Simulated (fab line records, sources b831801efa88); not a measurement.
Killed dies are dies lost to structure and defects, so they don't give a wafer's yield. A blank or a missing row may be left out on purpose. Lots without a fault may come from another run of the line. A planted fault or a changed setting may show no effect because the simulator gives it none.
fab line records | flow sky130
record lots=12 wafers=36 last_day=51
route steps=708 shown METAL1@437 PAD_OPEN@708
lots that met no fault: from a run of the same line without faults
start_h: hours from the record's first day to the start of the lot's first wafer shown | wait_h: hours since the lot's step before | " the same as in the row above | L1.1+2: a row that stands for several wafers | - no value, or no start given | * or withheld: withheld | < > ~ a bound
route shown NAME@n: a module of which the file shows steps, and the number in the route of the first | usual: mean/standard deviation of fault-free wafers | same: alike in all rows | chamber/n: place in a boat | sites: the reading at each site | _std_site: their standard deviation | _edge_site: outer sites' mean less inner sites' | radius_mm: how far each site lies from the wafer's centre | mask NAME#n: copy n | behind: the tool/chamber that last shaped the wafer | hold: why the lot was held/for how many hours/how that ended | device: the transistor (n, p or np) that didn't switch | end of line: the same wafers' tests at the end of the route | a step without rows: its recipe alone | killed: dies lost to structure and defects at the first sort, not the wafer's yield | map: a wafer's dies, x killed, . not, _ none there
set.NAME: the setting as run; set.NAME@STEP: as run at that earlier step | model.NAME: the simulator's own value behind a step, which no gauge read
steps of the route over a sample of lots; a table a step, a row a wafer
services: from which hour (start_h, from the record's first day; less than 0 if before it) a tool's chamber was out of use, for how many hours, and why
## steps
# step SKY_METAL1_SPUTTER_03
# recipe material=Ti target_thk_nm=5 power_w=3000 time_s=3.3 chamber_pressure_pa=0.4
# usual cathode_dc_power_W=3000.0/0.52 throttle_valve_pct=29.6/1.3
# columns lot.wafer tool chamber start_h wait_h cathode_dc_power_W throttle_valve_pct
L516.1 pvd_sputter-01 - 718.93 0.0 3001.1 28.6
L516.2 " - " " 2998.9 31.3
L516.4 " - " " 3000.8 30.2
L517.1 pvd_sputter-01 - 744.91 0.0 3000.8 28.4
L517.3 " - " " 2999.6 31.3
L517.6 " - " " 3000.2 28.6
L518.3 pvd_sputter-03 - 764.51 0.0 2999.5 27.7
L518.4 " - " " 3000.9 28.6
L518.6 " - " " 3000.4 29.1
L520.2 pvd_sputter-01 - 768.18 0.0 2999.9 28.2
L520.3 " - " " 2999.1 30.6
L520.5 " - " " 3000.4 30.3
L521.1 pvd_sputter-02 - 791.45 0.0 2999.4 29.5
L521.4 " - " " 2999.4 28.9
L521.5 " - " " 3000.2 30.2
L522.1 pvd_sputter-03 - 807.33 0.0 2999.5 27.7
L522.4 " - " " 3000.1 28.9
L522.6 " - " " 3000.2 27.6
L526.3 pvd_sputter-03 - 816.51 0.0 2888.4 31.0
L526.4 " - " " 2887.8 30.5
L526.6 " - " " 2888.7 28.7
L529.1 pvd_sputter-01 - 859.03 0.0 3000.4 28.5
L529.4 " - " " 3000.0 28.7
L529.6 " - " " 2999.6 31.3
L527.1 pvd_sputter-03 - 860.60 0.0 2888.3 27.9
L527.5 " - " " 2887.9 31.1
L527.6 " - " " 2888.1 29.0
L535.1 pvd_sputter-01 - 882.90 0.0 2999.9 31.0
L535.5 " - " " 2999.5 30.3
L535.6 " - " " 2999.6 28.4
L536.1 pvd_sputter-01 - 893.45 0.0 2999.5 31.2
L536.3 " - " " 2999.5 28.3
L536.4 " - " " 2999.5 28.3
L539.2 pvd_sputter-03 - 915.75 0.0 3000.4 30.8
L539.5 " - " " 3000.7 31.0
L539.6 " - " " 2999.9 30.8
# step SKY_METAL1_CD_MEAS_15
# recipe target_cd_nm=140
# usual cd_nm=139.7/2
# columns lot.wafer tool chamber start_h wait_h cd_nm
L516.1 cd_sem-02 - 747.30 - 140.1
L516.2 " - " " 140.1
L516.4 " - " " 142.3
L517.1 cd_sem-02 - 772.08 - 144.0
L517.3 " - " " 142.9
L517.6 " - " " 143.6
L518.3 cd_sem-02 - 791.19 - 139.0
L518.4 " - " " 138.5
L518.6 " - " " 139.1
L520.2 cd_sem-02 - 794.90 - 137.7
L520.3 " - " " 136.8
L520.5 " - " " 136.8
L521.1 cd_sem-01 - 818.65 - 139.1
L521.4 " - " " 140.9
L521.5 " - " " 140.8
L522.1 cd_sem-02 - 834.81 - 139.8
L522.4 " - " " 138.8
L522.6 " - " " 139.2
L526.3 cd_sem-02 - 842.90 - 138.2
L526.4 " - " " 137.9
L526.6 " - " " 140.6
L529.1 cd_sem-02 - 885.08 - 140.4
L529.4 " - " " 139.0
L529.6 " - " " 141.1
L527.1 cd_sem-02 - 886.55 - 140.4
L527.5 " - " " 138.3
L527.6 " - " " 138.8
L535.1 cd_sem-01 - 908.75 - 139.0
L535.5 " - " " 138.3
L535.6 " - " " 138.2
L536.1 cd_sem-02 - 918.46 - 139.6
L536.3 " - " " 139.5
L536.4 " - " " 140.9
L539.2 cd_sem-01 - 940.18 - 136.7
L539.5 " - " " 135.5
L539.6 " - " " 136.7
# step SKY_METAL1_OVL_MEAS_16
# usual METAL1_OVL=4/5.4
# columns lot.wafer tool chamber start_h wait_h METAL1_OVL[nm]
L516.1 overlay-01 - 747.42 0.1 -12
L516.2 " - " " 5
L516.4 " - " " 6
L517.1 overlay-01 - 772.20 0.1 -5
L517.3 " - " " -1
L517.6 " - " " 7
L518.3 overlay-02 - 791.28 0.1 -3
L518.4 " - " " -1
L518.6 " - " " 9
L520.2 overlay-02 - 795.01 0.1 3
L520.3 " - " " 7
L520.5 " - " " 0
L521.1 overlay-01 - 818.77 0.1 7
L521.4 " - " " 9
L521.5 " - " " 1
L522.1 overlay-02 - 834.93 0.1 3
L522.4 " - " " 4
L522.6 " - " " 10
L526.3 overlay-02 - 843.00 0.1 -4
L526.4 " - " " -11
L526.6 " - " " -8
L529.1 overlay-01 - 885.20 0.1 11
L529.4 " - " " 7
L529.6 " - " " 4
L527.1 overlay-02 - 886.67 0.1 1
L527.5 " - " " 5
L527.6 " - " " 9
L535.1 overlay-01 - 908.87 0.1 15
L535.5 " - " " 9
L535.6 " - " " 5
L536.1 overlay-02 - 918.58 0.1 4
L536.3 " - " " 5
L536.4 " - " " -6
L539.2 overlay-02 - 940.29 0.1 17
L539.5 " - " " 10
L539.6 " - " " 7
# step SKY_METAL1_STRIP_20
# recipe chemistry=O2/N2 power_w=1400 pressure_mtorr=1500 platen_temp_c=withheld o2_flow_sccm=3000 n2_flow_sccm=300 overash_fraction=0.5
# usual chamber_pressure_mTorr=1499.8/1.5 drypump_motor_current_A=5.6/0.44 oes_product_au=0.344/0.0051 strip_time_to_endpoint_s=2.71/0.04
# columns lot.wafer tool chamber start_h wait_h chamber_pressure_mTorr drypump_motor_current_A oes_product_au rf_hours_counter_h strip_time_to_endpoint_s
L516.1 plasma_asher-03 1 747.64 0.1 1497.7 5.9 0.333 63 2.74
L516.2 " 0 " " 1498.2 5.3 0.342 63 2.67
L516.4 " 0 " " 1503.5 5.3 0.341 - 2.77
L517.1 plasma_asher-01 0 772.42 0.1 1497.3 5.7 0.343 3 2.74
L517.3 " 0 " " 1501.6 5.7 0.346 - 2.74
L517.6 " 1 " " 1500.1 4.9 0.349 - 2.78
L518.3 plasma_asher-03 1 791.52 0.1 1501.5 5.9 0.346 - 2.62
L518.4 " 0 " " 1500.9 5.3 0.341 - 2.69
L518.6 " 1 " " 1499.3 5.9 0.332 - 2.66
L520.2 plasma_asher-04 0 795.22 0.1 1499.9 6.1 0.346 99 2.73
L520.3 " 1 " " 1499.0 6.1 0.341 - 2.75
L520.5 " 1 " " 1501.7 6.1 0.340 - 2.71
L521.1 plasma_asher-01 1 818.99 0.1 1499.9 4.9 0.340 7 2.77
L521.4 " 1 " " 1500.1 4.9 0.345 - 2.70
L521.5 " 0 " " 1500.7 5.7 0.345 - 2.79
L522.1 plasma_asher-03 1 835.15 0.1 1499.7 5.9 0.356 72 2.67
L522.4 " 0 " " 1500.1 5.3 0.344 - 2.75
L522.6 " 1 " " 1498.2 5.9 0.341 - 2.68
L526.3 plasma_asher-03 0 843.24 0.1 1500.0 5.3 0.344 - 2.73
L526.4 " 1 " " 1500.2 5.9 0.346 - 2.71
L526.6 " 1 " " 1496.6 5.9 0.359 - 2.77
L529.1 plasma_asher-01 1 885.43 0.1 1501.9 4.9 0.347 15 2.79
L529.4 " 1 " " 1500.0 4.9 0.349 - 2.73
L529.6 " 0 " " 1497.9 5.7 0.354 - 2.76
L527.1 plasma_asher-01 1 886.89 0.1 1500.0 4.9 0.344 15 2.72
L527.5 " 0 " " 1499.3 5.7 0.344 - 2.68
L527.6 " 1 " " 1498.3 4.9 0.354 - 2.72
L535.1 plasma_asher-04 1 909.09 0.1 1500.0 6.1 0.343 107 2.65
L535.5 " 1 " " 1498.7 6.1 0.344 - 2.64
L535.6 " 0 " " 1501.4 6.1 0.342 - 2.69
L536.1 plasma_asher-03 0 918.99 0.1 1499.6 5.3 0.344 81 2.67
L536.3 " 0 " " 1498.8 5.3 0.342 - 2.65
L536.4 " 1 " " 1500.9 5.9 0.348 - 2.68
L539.2 plasma_asher-03 1 940.69 0.1 1499.6 5.9 0.347 83 2.67
L539.5 " 0 " " 1498.8 5.3 0.345 - 2.67
L539.6 " 1 " " 1502.6 5.9 0.338 - 2.63
# step SKY_PAD_OPEN_PROBE_99
# usual defect_limited_yield=82.4/2.1 killed_at_M0_to_M3=44/7.4 killed_at_M4_up=3.2/2 killed_at_contacts=24/5.1 killed_at_front_end=15/4.8 killed_at_other=0.2/0.46 killed_dies=86/10 killed_open=47/7.5 killed_short=39/7 sort_bin_3_pad_short=0.9/0.4 sort_bin_5_function=10.4/1.5 sort_bin_6_memory=6.3/1.2 sort_n_pass=406/10 sort_yield_pct=82.4/2.1
# same gross_dies=492 killed_at_back_side=0 sort_bin_4_leakage[%]=0 sort_bin_8_speed[%]=0
# columns lot.wafer tool chamber start_h wait_h defect_limited_yield[%] killed_at_M0_to_M3 killed_at_M4_up killed_at_contacts killed_at_front_end killed_at_other killed_dies killed_open killed_short sort_bin_3_pad_short[%] sort_bin_5_function[%] sort_bin_6_memory[%] sort_n_pass sort_yield_pct[%]
L516.1 prober-01 - 1064.19 0.1 81.9 40 5 26 17 1 89 47 41 0.6 12.6 4.9 403 81.9
L516.2 prober-01 - 1064.24 0.1 84.3 44 3 20 10 0 77 45 31 0.2 9.3 6.1 415 84.3
L516.4 prober-01 - 1064.34 0.2 81.7 49 3 16 22 0 90 58 32 1.0 11.6 5.7 402 81.7
L517.1 prober-02 - 1081.34 0.1 83.1 44 1 21 17 0 83 42 41 0.8 8.7 7.3 409 83.1
L517.3 prober-02 - 1081.44 0.2 81.7 31 2 35 22 0 90 45 45 0.8 9.3 8.1 402 81.7
L517.6 prober-02 - 1081.59 0.2 82.5 42 3 33 8 0 86 53 33 0.6 10.2 6.7 406 82.5
L518.3 prober-01 - 1095.90 0.2 81.5 50 1 22 18 0 91 55 35 0 8.9 9.6 401 81.5
L518.4 prober-01 - 1095.95 0.2 81.1 48 1 22 22 0 93 52 40 1.0 10.4 7.5 399 81.1
L518.6 prober-01 - 1096.05 0.2 82.9 43 1 19 19 2 84 57 26 0.2 10.6 6.3 408 82.9
L520.2 prober-02 - 1096.90 0.1 80.5 50 5 29 11 1 96 56 40 1.2 10.2 8.1 396 80.5
L520.3 prober-02 - 1096.95 0.2 81.1 49 3 19 22 0 93 43 50 0.4 10.6 7.9 399 81.1
L520.5 prober-02 - 1097.05 0.2 81.5 41 5 26 19 0 91 47 44 1.0 11.2 6.3 401 81.5
L521.1 prober-02 - 1117.70 0.1 82.7 49 7 23 6 0 85 43 42 1.2 10.6 5.5 407 82.7
L521.4 prober-02 - 1117.85 0.2 81.5 54 3 20 14 0 91 47 43 1.0 11.2 6.3 401 81.5
L521.5 prober-02 - 1117.90 0.2 79.5 53 9 26 12 1 101 50 51 1.4 13.6 5.5 391 79.5
L522.1 prober-01 - 1128.77 0.1 84.8 41 3 20 11 0 75 37 38 1.0 8.7 5.5 417 84.8
L522.4 prober-01 - 1128.92 0.2 81.3 42 4 32 14 0 92 47 45 1.2 10.4 7.1 400 81.3
L522.6 prober-01 - 1129.02 0.2 85.8 39 3 12 16 0 70 41 29 0.6 8.9 4.7 422 85.8
L526.3 prober-02 - 1135.52 0.2 83.9 33 2 25 19 0 79 39 40 0.8 10.0 5.3 413 83.9
L526.4 prober-02 - 1135.57 0.2 83.7 43 0 19 17 1 80 49 31 0.2 9.8 6.3 412 83.7
L526.6 prober-02 - 1135.67 0.2 82.5 44 5 28 9 0 86 34 52 0.8 10.6 6.1 406 82.5
L529.1 prober-02 - 1163.71 0.1 81.9 53 0 22 14 0 89 49 40 1.4 9.3 7.3 403 81.9
L529.4 prober-02 - 1163.86 0.2 81.1 40 5 31 16 1 93 39 53 0.8 11.0 7.1 399 81.1
L529.6 prober-02 - 1163.96 0.2 80.7 52 4 27 12 0 95 42 53 0.6 12.6 6.1 397 80.7
L527.1 prober-02 - 1167.29 0.1 82.5 48 2 20 16 0 86 50 35 0.8 10.6 6.1 406 82.5
L527.5 prober-02 - 1167.49 0.2 84.6 37 0 24 15 0 76 38 37 0.6 8.7 6.1 416 84.6
L527.6 prober-02 - 1167.54 0.2 82.9 43 0 19 22 0 84 40 43 0.6 10.0 6.5 408 82.9
L535.1 prober-02 - 1182.77 0.1 81.3 51 4 25 11 1 92 48 44 0.8 10.2 7.7 400 81.3
L535.5 prober-02 - 1182.97 0.2 82.9 45 3 23 13 0 84 48 36 1.4 10.0 5.7 408 82.9
L535.6 prober-02 - 1183.02 0.2 81.9 48 0 27 14 0 89 50 39 0.6 11.2 6.3 403 81.9
L536.1 prober-01 - 1190.17 0.1 85.0 37 3 21 13 0 74 45 29 0.6 9.3 5.1 418 85.0
L536.3 prober-01 - 1190.27 0.2 84.1 52 1 14 11 0 78 43 35 0.6 10.6 4.7 414 84.1
L536.4 prober-01 - 1190.32 0.2 82.9 52 2 18 12 0 84 43 41 0.6 8.9 7.5 408 82.9
L539.2 prober-02 - 1211.88 0.1 81.9 58 2 15 14 0 89 43 46 0.6 11.0 6.5 403 81.9
L539.5 prober-02 - 1212.03 0.2 80.7 53 3 27 12 0 95 52 43 0.4 12.8 6.1 397 80.7
L539.6 prober-02 - 1212.08 0.2 83.9 41 3 23 11 1 79 50 29 0.8 9.1 6.1 413 83.9
# killed by level:class
L516.1 CONTACT:geometric_particle:open=12 VIA1:geometric_particle:open=12 LI_CONTACT:geometric_particle:short=7 FIELD_ISO:geometric_particle:short=6 VIA1:geometric_particle:short=6 METAL2:geometric_particle:short=6 METAL4:geometric_particle:short=4 POLY_GATE:geometric_particle:short=3
L516.2 VIA1:geometric_particle:open=13 CONTACT:geometric_particle:open=8 VIA2:geometric_particle:open=7 METAL2:geometric_particle:short=6 LI_CONTACT:geometric_particle:open=5 LOCAL_INTERCONNECT:geometric_particle:short=5 VIA3:geometric_particle:open=5 VIA1:geometric_particle:short=4
L516.4 VIA1:geometric_particle:open=12 VIA3:geometric_particle:open=12 POLY_GATE:geometric_particle:open=8 LI_CONTACT:geometric_particle:open=7 VIA2:geometric_particle:open=6 POLY_GATE:geometric_particle:short=4 VIA3:geometric_particle:short=4 FIELD_ISO:geometric_particle:open=3
L517.1 VIA1:geometric_particle:open=13 CONTACT:geometric_particle:open=10 METAL1:geometric_particle:short=8 POLY_GATE:geometric_particle:short=6 VIA3:geometric_particle:open=6 CONTACT:geometric_particle:short=5 VIA1:geometric_particle:short=5 POLY_GATE:geometric_particle:open=4
L517.3 CONTACT:geometric_particle:open=12 FIELD_ISO:geometric_particle:short=8 LI_CONTACT:geometric_particle:open=8 POLY_GATE:geometric_particle:short=6 VIA1:geometric_particle:open=6 LOCAL_INTERCONNECT:geometric_particle:short=5 CONTACT:geometric_particle:short=5 POLY_GATE:geometric_particle:open=4
L517.6 CONTACT:geometric_particle:open=13 VIA1:geometric_particle:open=11 LI_CONTACT:geometric_particle:open=9 VIA3:geometric_particle:open=6 VIA2:geometric_particle:open=5 LOCAL_INTERCONNECT:geometric_particle:short=4 CONTACT:geometric_particle:short=4 VIA1:geometric_particle:short=4
L518.3 VIA1:geometric_particle:open=15 CONTACT:geometric_particle:open=9 VIA2:geometric_particle:open=8 METAL1:geometric_particle:short=7 VIA3:geometric_particle:open=6 FIELD_ISO:geometric_particle:open=4 POLY_GATE:geometric_particle:open=4 METAL2:geometric_particle:short=4
L518.4 VIA3:geometric_particle:open=12 CONTACT:geometric_particle:open=10 FIELD_ISO:geometric_particle:short=7 METAL1:geometric_particle:short=7 VIA1:geometric_particle:open=6 FIELD_ISO:geometric_particle:open=4 LI_CONTACT:geometric_particle:open=4 LOCAL_INTERCONNECT:geometric_particle:short=4
L518.6 VIA2:geometric_particle:open=12 FIELD_ISO:geometric_particle:open=8 VIA1:geometric_particle:open=8 LI_CONTACT:geometric_particle:open=7 CONTACT:geometric_particle:open=7 METAL2:geometric_particle:short=7 VIA3:geometric_particle:open=6 FIELD_ISO:geometric_particle:short=5
L520.2 CONTACT:geometric_particle:open=15 VIA2:geometric_particle:open=10 VIA1:geometric_particle:short=8 VIA1:geometric_particle:open=8 METAL1:geometric_particle:short=7 LI_CONTACT:geometric_particle:open=6 VIA3:geometric_particle:open=6 METAL2:geometric_particle:short=5
L520.3 VIA1:geometric_particle:short=11 CONTACT:geometric_particle:open=8 VIA1:geometric_particle:open=7 VIA3:geometric_particle:open=6 POLY_GATE:geometric_particle:open=6 SPACER:geometric_particle:short=6 METAL1:geometric_particle:short=5 VIA2:geometric_particle:short=5
L520.5 CONTACT:geometric_particle:open=9 VIA1:geometric_particle:open=8 METAL1:geometric_particle:short=8 VIA2:geometric_particle:open=7 VIA3:geometric_particle:open=7 LOCAL_INTERCONNECT:geometric_particle:short=6 METAL2:geometric_particle:short=5 POLY_CUT:geometric_particle:short=4
L521.1 VIA2:geometric_particle:open=11 CONTACT:geometric_particle:open=10 VIA1:geometric_particle:open=10 LOCAL_INTERCONNECT:geometric_particle:short=7 METAL4:geometric_particle:short=7 VIA1:geometric_particle:short=6 METAL2:geometric_particle:short=5 LI_CONTACT:geometric_particle:open=4
L521.4 VIA3:geometric_particle:open=12 VIA1:geometric_particle:open=11 VIA2:geometric_particle:open=8 LOCAL_INTERCONNECT:geometric_particle:short=6 CONTACT:geometric_particle:open=6 FIELD_ISO:geometric_particle:short=5 VIA2:geometric_particle:short=5 METAL2:geometric_particle:short=4
L521.5 VIA1:geometric_particle:open=13 VIA2:geometric_particle:open=10 METAL4:geometric_particle:short=9 CONTACT:geometric_particle:open=8 METAL2:geometric_particle:short=8 LI_CONTACT:geometric_particle:open=6 VIA3:geometric_particle:open=6 METAL1:geometric_particle:short=5
L522.1 CONTACT:geometric_particle:open=10 METAL2:geometric_particle:short=9 VIA1:geometric_particle:open=8 VIA3:geometric_particle:open=6 POLY_GATE:geometric_particle:short=4 VIA1:geometric_particle:short=4 VIA2:geometric_particle:open=4 FIELD_ISO:geometric_particle:short=3
L522.4 CONTACT:geometric_particle:open=11 LI_CONTACT:geometric_particle:open=8 CONTACT:geometric_particle:short=7 VIA1:geometric_particle:open=6 VIA2:geometric_particle:open=6 METAL2:geometric_particle:short=6 POLY_GATE:geometric_particle:short=5 VIA3:geometric_particle:open=5
L522.6 VIA1:geometric_particle:open=10 CONTACT:geometric_particle:open=6 VIA2:geometric_particle:open=6 FIELD_ISO:geometric_particle:short=5 METAL1:geometric_particle:short=5 METAL3:geometric_particle:short=5 POLY_GATE:geometric_particle:open=4 FIELD_ISO:geometric_particle:open=3
L526.3 CONTACT:geometric_particle:open=11 FIELD_ISO:geometric_particle:short=7 METAL2:geometric_particle:short=7 VIA1:geometric_particle:open=6 VIA3:geometric_particle:open=5 FIELD_ISO:geometric_particle:open=4 LI_CONTACT:geometric_particle:open=4 LOCAL_INTERCONNECT:geometric_particle:short=4
L526.4 LI_CONTACT:geometric_particle:open=11 VIA3:geometric_particle:open=8 VIA1:geometric_particle:open=7 METAL2:geometric_particle:short=7 VIA1:geometric_particle:short=6 VIA2:geometric_particle:open=6 POLY_GATE:geometric_particle:open=5 FIELD_ISO:geometric_particle:short=4
L526.6 CONTACT:geometric_particle:short=9 VIA1:geometric_particle:open=9 VIA1:geometric_particle:short=8 CONTACT:geometric_particle:open=7 METAL2:geometric_particle:short=7 VIA2:geometric_particle:short=5 METAL1:geometric_particle:short=4 LI_CONTACT:geometric_particle:short=4
L529.1 VIA2:geometric_particle:open=12 VIA1:geometric_particle:open=10 METAL2:geometric_particle:short=7 LI_CONTACT:geometric_particle:open=6 LI_CONTACT:geometric_particle:short=6 FIELD_ISO:geometric_particle:short=5 VIA3:geometric_particle:open=5 VIA3:geometric_particle:short=5
L529.4 LI_CONTACT:geometric_particle:open=11 FIELD_ISO:geometric_particle:short=9 VIA1:geometric_particle:open=9 CONTACT:geometric_particle:short=7 METAL1:geometric_particle:short=7 VIA2:geometric_particle:open=6 VIA2:geometric_particle:short=5 LI_CONTACT:geometric_particle:short=4
L529.6 METAL1:geometric_particle:short=9 METAL2:geometric_particle:short=8 LI_CONTACT:geometric_particle:open=8 VIA3:geometric_particle:open=8 CONTACT:geometric_particle:open=7 VIA1:geometric_particle:short=7 VIA2:geometric_particle:open=7 LOCAL_INTERCONNECT:geometric_particle:short=5
L527.1 VIA1:geometric_particle:open=14 CONTACT:geometric_particle:open=8 METAL1:geometric_particle:short=8 VIA2:geometric_particle:open=7 VIA3:geometric_particle:open=6 LI_CONTACT:geometric_particle:open=5 METAL2:geometric_particle:short=5 FIELD_ISO:geometric_particle:open=4
L527.5 VIA2:geometric_particle:open=9 FIELD_ISO:geometric_particle:open=8 LI_CONTACT:geometric_particle:open=7 METAL1:geometric_particle:short=7 LOCAL_INTERCONNECT:geometric_particle:short=6 VIA1:geometric_particle:open=5 METAL2:geometric_particle:short=5 CONTACT:geometric_particle:short=4
L527.6 VIA1:geometric_particle:open=10 CONTACT:geometric_particle:open=8 METAL2:geometric_particle:short=8 METAL1:geometric_particle:short=7 CONTACT:geometric_particle:short=6 VIA1:geometric_particle:short=5 FIELD_ISO:geometric_particle:short=4 FIELD_ISO:geometric_particle:open=4
L535.1 VIA1:geometric_particle:open=11 CONTACT:geometric_particle:open=10 VIA1:geometric_particle:short=8 LOCAL_INTERCONNECT:geometric_particle:short=7 METAL2:geometric_particle:short=7 POLY_GATE:geometric_particle:open=6 VIA2:geometric_particle:open=6 VIA3:geometric_particle:open=6
L535.5 VIA1:geometric_particle:open=11 LI_CONTACT:geometric_particle:open=9 CONTACT:geometric_particle:open=8 VIA2:geometric_particle:open=7 METAL1:geometric_particle:short=6 POLY_GATE:geometric_particle:short=5 METAL2:geometric_particle:short=5 VIA3:geometric_particle:open=5
L535.6 VIA1:geometric_particle:open=13 CONTACT:geometric_particle:open=11 METAL2:geometric_particle:short=6 METAL3:geometric_particle:short=6 LI_CONTACT:geometric_particle:open=5 LI_CONTACT:geometric_particle:short=5 VIA2:geometric_particle:open=5 VIA3:geometric_particle:open=5
L536.1 VIA1:geometric_particle:open=11 LI_CONTACT:geometric_particle:open=7 CONTACT:geometric_particle:open=7 VIA3:geometric_particle:open=5 VIA1:geometric_particle:short=5 CONTACT:geometric_particle:short=4 FIELD_ISO:geometric_particle:open=3 METAL1:geometric_particle:short=3
L536.3 VIA1:geometric_particle:open=11 VIA3:geometric_particle:open=10 VIA1:geometric_particle:short=6 METAL1:geometric_particle:short=5 METAL3:geometric_particle:short=5 CONTACT:geometric_particle:open=5 FIELD_ISO:geometric_particle:open=4 LI_CONTACT:geometric_particle:open=4
L536.4 VIA3:geometric_particle:open=10 METAL1:geometric_particle:short=8 CONTACT:geometric_particle:open=7 VIA1:geometric_particle:short=7 VIA1:geometric_particle:open=6 VIA3:geometric_particle:short=6 LI_CONTACT:geometric_particle:open=5 VIA2:geometric_particle:open=5
L539.2 VIA1:geometric_particle:open=12 METAL1:geometric_particle:short=10 VIA3:geometric_particle:open=9 CONTACT:geometric_particle:open=7 VIA1:geometric_particle:short=7 METAL2:geometric_particle:short=6 CONTACT:geometric_particle:short=4 VIA3:geometric_particle:short=4
L539.5 CONTACT:geometric_particle:open=11 VIA2:geometric_particle:open=11 VIA1:geometric_particle:open=10 VIA1:geometric_particle:short=10 CONTACT:geometric_particle:short=8 METAL2:geometric_particle:short=6 FIELD_ISO:geometric_particle:short=5 FIELD_ISO:geometric_particle:open=5
L539.6 CONTACT:geometric_particle:open=12 VIA2:geometric_particle:open=9 LI_CONTACT:geometric_particle:open=7 VIA1:geometric_particle:open=6 METAL2:geometric_particle:short=5 METAL1:geometric_particle:short=4 FIELD_ISO:geometric_particle:open=3 POLY_GATE:geometric_particle:open=3
## services
# columns tool chamber start_h hours kind
pvd_sputter-01 - 729.11 5.1 repair
plasma_asher-01 - 733.75 9.0 pm
plasma_asher-01 0 733.75 9.0 vent_cycle
plasma_asher-01 1 733.75 9.0 vent_cycle
plasma_asher-01 0 742.75 - clean
plasma_asher-01 1 742.75 - clean
pvd_sputter-03 - 756.71 6.4 repair
pvd_sputter-03 - 766.97 2.8 repair
plasma_asher-04 - 791.32 0.8 repair
pvd_sputter-02 - 798.21 108.1 repair
pvd_sputter-03 - 824.89 4.6 repair
plasma_asher-04 - 829.35 28.1 pm
pvd_sputter-01 - 862.72 5.0 repair
plasma_asher-04 - 899.44 2.8 pm
## key
first_sign step=SKY_METAL1_SPUTTER_03 reading=cathode_dc_power_W direction=down sigmas=99+ usual=3000.0 struck=2888.2
effect none on later readings
met_at SKY_METAL1_SPUTTER_03
struck_lots L526,L527
not_acting_at SKY_METAL1_CD_MEAS_15,SKY_METAL1_OVL_MEAS_16,SKY_METAL1_STRIP_20
onset_between 807.33 816.51
fault kind=process_parameter_drift tool=pvd_sputter-03 chamber=- onset_h=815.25 steps=SKY_METAL1_SPUTTER_03 channel=power_w offset=* shape=step end_h=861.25 acts_in=* stated=*
